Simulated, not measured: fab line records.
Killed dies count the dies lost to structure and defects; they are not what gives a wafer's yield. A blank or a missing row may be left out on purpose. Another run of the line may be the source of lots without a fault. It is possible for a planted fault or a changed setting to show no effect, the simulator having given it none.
Shared-tool check + flow sky130 + Sample size 11 lots and 33 wafers

== THE REASON FOR OPENING IT ==
Of 11 lots, 2 have the reading NWELL_TW flagged at SKY_NWELL_TW_MEAS_15. Fault-free wafers read 1808, with a standard deviation of 18.
Rule: flag the lot when none of its wafers has a number, or when each of its wafers that has one lies beyond 4 standard deviations from that mean. As for the other lots, they are considered sound.

| lot  | measured     | on            | NWELL_TW, wafer by wafer | flag    |
|------|--------------|---------------|--------------------------|---------|
| L119 | day 5 18:46  | film-metro-01 | 1800 1809 1805           |         |
| L120 | day 6 03:04  | film-metro-01 | 1781 1776 1780           |         |
| L121 | day 6 07:38  | film-metro-04 | 1799 1807 1808           |         |
| L123 | day 6 12:14  | film-metro-01 | 1784 1788 1782           |         |
| L122 | day 6 13:49  | film-metro-04 | 2008 2008 2006           | FLAGGED |
| L126 | day 7 04:44  | film-metro-01 | 1800 1798 1792           |         |
| L128 | day 7 17:22  | film-metro-02 | 2058 2048 2049           | FLAGGED |
| L132 | day 8 21:20  | film-metro-04 | 1809 1820 1819           |         |
| L134 | day 9 07:50  | film-metro-02 | 1814 1816 1815           |         |
| L137 | day 10 03:11 | film-metro-01 | 1779 1789 1789           |         |
| L138 | day 10 06:46 | film-metro-02 | 1827 1823 1843           |         |
Average over the flagged lots: 2030; offset from the usual +222, equal to +12 standard deviations.

== TOOL THAT RAN EACH LOT ==
2 process steps preceding the reading are held in the record, out of 708 steps in the route. Each cell gives the tool, then ch followed by the chambers the sampled wafers passed through, then the start.
| lot  | flag    | SKY_NWELL_IMPLANT_11            | SKY_NWELL_STRIP_14                   |
|------|---------|---------------------------------|--------------------------------------|
| L119 |         | implanter-01 ch 0, day 5 18:13  | plasma-asher-02 ch 0,1, day 5 18:40  |
| L120 |         | implanter-02 ch 0, day 6 02:32  | plasma-asher-03 ch 0, day 6 02:58    |
| L121 |         | implanter-02 ch 0, day 6 07:05  | plasma-asher-02 ch 0, day 6 07:32    |
| L123 |         | implanter-01 ch 0, day 6 11:41  | plasma-asher-04 ch 0,1, day 6 12:07  |
| L122 | FLAGGED | implanter-02 ch 0, day 6 07:34  | plasma-asher-03 ch 1, day 6 13:43    |
| L126 |         | implanter-03 ch 0, day 7 04:11  | plasma-asher-03 ch 0, day 7 04:38    |
| L128 | FLAGGED | implanter-02 ch 0, day 7 16:49  | plasma-asher-03 ch 0,1, day 7 17:16  |
| L132 |         | implanter-01 ch 0, day 8 20:47  | plasma-asher-03 ch 0,1, day 8 21:13  |
| L134 |         | implanter-01 ch 0, day 9 07:19  | plasma-asher-04 ch 0,1, day 9 07:45  |
| L137 |         | implanter-02 ch 0, day 10 02:38 | plasma-asher-02 ch 0,1, day 10 03:04 |
| L138 |         | implanter-02 ch 0, day 10 06:13 | plasma-asher-03 ch 0, day 10 06:40   |
These steps, and what they do:
- SKY_NWELL_IMPLANT_11
- SKY_NWELL_STRIP_14: strips in O2/N2.
- SKY_NWELL_TW_MEAS_15

== FLAGGED OVER TOTAL, TOOL BY TOOL (the gauges that took the reading come last) ==
| step                 | tool            | lots run | flagged | share of the flagged lots | sound lots run after its first flagged lot |
|----------------------|-----------------|----------|---------|---------------------------|--------------------------------------------|
| SKY_NWELL_IMPLANT_11 | implanter-01    | 4        | 0       | none                      | -                                          |
| SKY_NWELL_IMPLANT_11 | implanter-02    | 6        | 2       | all                       | 2 (L137,L138)                              |
| SKY_NWELL_IMPLANT_11 | implanter-03    | 1        | 0       | none                      | -                                          |
| SKY_NWELL_STRIP_14   | plasma-asher-02 | 3        | 0       | none                      | -                                          |
| SKY_NWELL_STRIP_14   | plasma-asher-03 | 6        | 2       | all                       | 3 (L126,L132,L138)                         |
| SKY_NWELL_STRIP_14   | plasma-asher-04 | 2        | 0       | none                      | -                                          |
| SKY_NWELL_TW_MEAS_15 | film-metro-01   | 5        | 0       | none                      | -                                          |
| SKY_NWELL_TW_MEAS_15 | film-metro-02   | 3        | 1       | some                      | 2 (L134,L138)                              |
| SKY_NWELL_TW_MEAS_15 | film-metro-04   | 3        | 1       | some                      | 1 (L132)                                   |

== WHAT IS ALLOWED BY THE TABLE ==
In 2 table rows, all flagged lots were run: implanter-02 (SKY_NWELL_IMPLANT_11), plasma-asher-03 (SKY_NWELL_STRIP_14).
- implanter-02 at SKY_NWELL_IMPLANT_11 ran 6 lots, 2 of them flagged. Sound lots ran on it after the first flagged one (L137, L138), which a lasting fault on the whole tool wouldn't allow. Its own readings (dose-ions-cm2, faraday-current-uA) fall more than 4 standard deviations out on all wafers of the flagged lots.
- plasma-asher-03 at SKY_NWELL_STRIP_14 ran 6 lots, 2 of them flagged. Sound lots ran on it after the first flagged one (L126, L132, L138), which a lasting fault on the whole tool wouldn't allow.
There is no row in the table that ran each flagged lot and no sound lot after the first.

== WHAT HAD BEEN PUT IN BY THE SIMULATOR ==
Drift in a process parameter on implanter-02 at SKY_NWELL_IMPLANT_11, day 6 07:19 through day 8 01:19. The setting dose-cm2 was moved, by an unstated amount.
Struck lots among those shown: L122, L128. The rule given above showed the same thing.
